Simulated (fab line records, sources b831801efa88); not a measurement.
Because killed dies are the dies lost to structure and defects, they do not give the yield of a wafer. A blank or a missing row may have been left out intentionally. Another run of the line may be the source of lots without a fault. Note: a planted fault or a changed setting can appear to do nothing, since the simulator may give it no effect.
Which of the tools did it?    flow sky130    Sampling: 6 lots, 18 wafers, 3 of 708 route steps

== WHAT THE GAUGES READ, wafer by wafer ==
SKY_VIA3_OVL_MEAS_13.
lot   measured      on          VIA3_OVL (nm)
L539  day 40 19:02  overlay-02  2 6 5
L541  day 41 02:29  overlay-01  -1 5 -1
L543  day 41 10:40  overlay-01  5 6 7
L546  day 42 12:10  overlay-02  -7 -11 -4
L550  day 43 13:58  overlay-01  3 3 4
L557  day 45 09:19  overlay-02  1 -5 -2

== WHAT TOOL EACH LOT RAN ON (gives the tool, then ch and the chambers of the sampled wafers, and finally the start) ==
lot   SKY_SD_P_STRIP_10                     SKY_VIA3_SOFTBAKE_08
L539  plasma-asher-03 ch 0, day 26 19:38    litho-track-04 ch 0, day 40 19:02 or earlier
L541  plasma-asher-02 ch 0,1, day 27 02:58  litho-track-02 ch 0, day 41 02:29 or earlier
L543  plasma-asher-03 ch 0,1, day 27 12:32  litho-track-02 ch 0, day 41 10:40 or earlier
L546  plasma-asher-02 ch 0,1, day 28 19:49  litho-track-03 ch 0, day 42 12:10 or earlier
L550  plasma-asher-02 ch 0,1, day 30 04:40  litho-track-04 ch 0, day 43 13:58 or earlier
L557  plasma-asher-03 ch 0,1, day 32 08:33  litho-track-03 ch 0, day 45 09:19 or earlier
- SKY_SD_P_STRIP_10: strips in O2/N2.
- SKY_VIA3_SOFTBAKE_08: time 92.91 s.

== THE ANSWER, worked out from the rows above alone ==
Rule: usual is defined by the lots themselves. Put in order of their means at a reading, lots are off if they are a third of the lots or fewer, leave a main group of 4 or more, and stand apart from it by a gap of 3 or more times the standard deviation of the main group's means; of several such gaps the widest counts. If all means in a main group match to the digits the tables above print for the reading, that group is not used. Also off: a lot with no number at a reading for which 4 or more lots have one. All remaining lots with rows at the step are treated as sound.
Nothing can be told from this: no lot is off at any reading shown.

== WHAT WAS PUT IN BY THE SIMULATOR ==
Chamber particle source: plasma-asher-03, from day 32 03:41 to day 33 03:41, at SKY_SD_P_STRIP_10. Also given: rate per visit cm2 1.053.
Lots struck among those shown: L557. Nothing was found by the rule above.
